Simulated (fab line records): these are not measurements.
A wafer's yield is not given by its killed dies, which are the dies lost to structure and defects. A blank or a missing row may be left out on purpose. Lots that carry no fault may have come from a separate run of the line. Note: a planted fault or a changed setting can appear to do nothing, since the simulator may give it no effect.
Problem report, 8D (eight disciplines) form, completed by code + flow gf180mcu + the parts of the form that need people (team, actions taken, sign-off) are left out

== 1. PROBLEM STATEMENT ==
Wafers without a fault read 0.855 a.u., standard deviation 0.0045; oes_product_au at GF_V3_ETCH_17 reads a mean of 0.807 a.u. on 4 wafers belonging to 2 lots. Measured from the usual mean, that is -11 standard deviations.
The step: etches SiO2 in C4F8/O2/Ar, stops on TiN, target depth 635 nm.
The step gives no start for some of these wafers. Wafers with a number at this step in the record: 36, from 12 lots. The rule behind "out" and "out of limits": a value lying over 4 standard deviations away from the usual mean. The rest of the wafers with a number are treated as sound.

== 2. WHAT IT IS, WHAT IT ISN'T ==
| question                    | is                             | is not                                                     |
|-----------------------------|--------------------------------|------------------------------------------------------------|
| which readings at this step | oes_product_au                 | -                                                          |
| which lots                  | L319, L321                     | L300, L303, L304, L306, L308, L309, L311, L312, L322, L323 |
| which wafers of those lots  | L319.1, L319.4, L321.1, L321.6 | L319.3, L321.3                                             |
| read on which tools         | rie_diel-01, rie_diel-04       | rie_diel-03                                                |

== 3. SUSPECTS, AND WHAT RULES EACH OUT ==
Counting: any tool at a process step up to the reading remains a suspect provided it ran every lot that is out. Sound lots after the first of them don't rule it out here, since some wafers of a struck lot are sound.
- plasma_asher-02 at GF_M3_STRIP_17 (strips in O2/N2): kept. Every lot that is out went through it, the first being L319 (day 28 01:59); the last sound lot it ran before that was L312 (day 26 04:51).
- cmp-02 at GF_V3_CMP_04 (polishes SiO2): kept. Every lot that is out went through it, the first being L319 (day 28 02:47); the last sound lot it ran before that was L311 (day 26 04:37).
What counting leaves: plasma_asher-02 at GF_M3_STRIP_17 and cmp-02 at GF_V3_CMP_04.

== 4. THE CAUSE (what the simulator had put in) ==
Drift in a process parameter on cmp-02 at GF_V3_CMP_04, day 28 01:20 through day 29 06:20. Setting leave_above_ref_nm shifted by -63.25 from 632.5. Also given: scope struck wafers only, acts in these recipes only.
2 suspects survive the count, and this tool is in that group.

== 5. THE EFFECT CHAIN, in route order ==
Each row: a reading where the mean over the struck wafers with a number is more than 3 standard deviations away from the usual. Only readings whose record carries a usual standard deviation are examined. hours: median over the lots of the time between each lot's start at the first step of this table that gives one and its start at this step. sigmas: the change, counted in usual standard deviations.
| hours | step          | reading        | usual      | on struck wafers | change | sigmas |
|-------|---------------|----------------|------------|------------------|--------|--------|
| -     | GF_V3_ETCH_17 | oes_product_au | 0.855 a.u. | 0.807            | -0.048 | -11    |
Its process steps:
- GF_V3_ETCH_17: etches SiO2 in C4F8/O2/Ar, stops on TiN, target depth 635 nm.
Later steps that measure or inspect, where all struck wafers having a row at the step show a number for every such reading and not one has moved that far: GF_V3_RS_MEAS_24.

== 6. HOW IT WOULD HAVE BEEN CAUGHT EARLIER ==
No tool reading at GF_V3_CMP_04 that has a usual standard deviation in the record was out on any struck wafer, so an alarm limit of 4 standard deviations on those readings would not have fired.
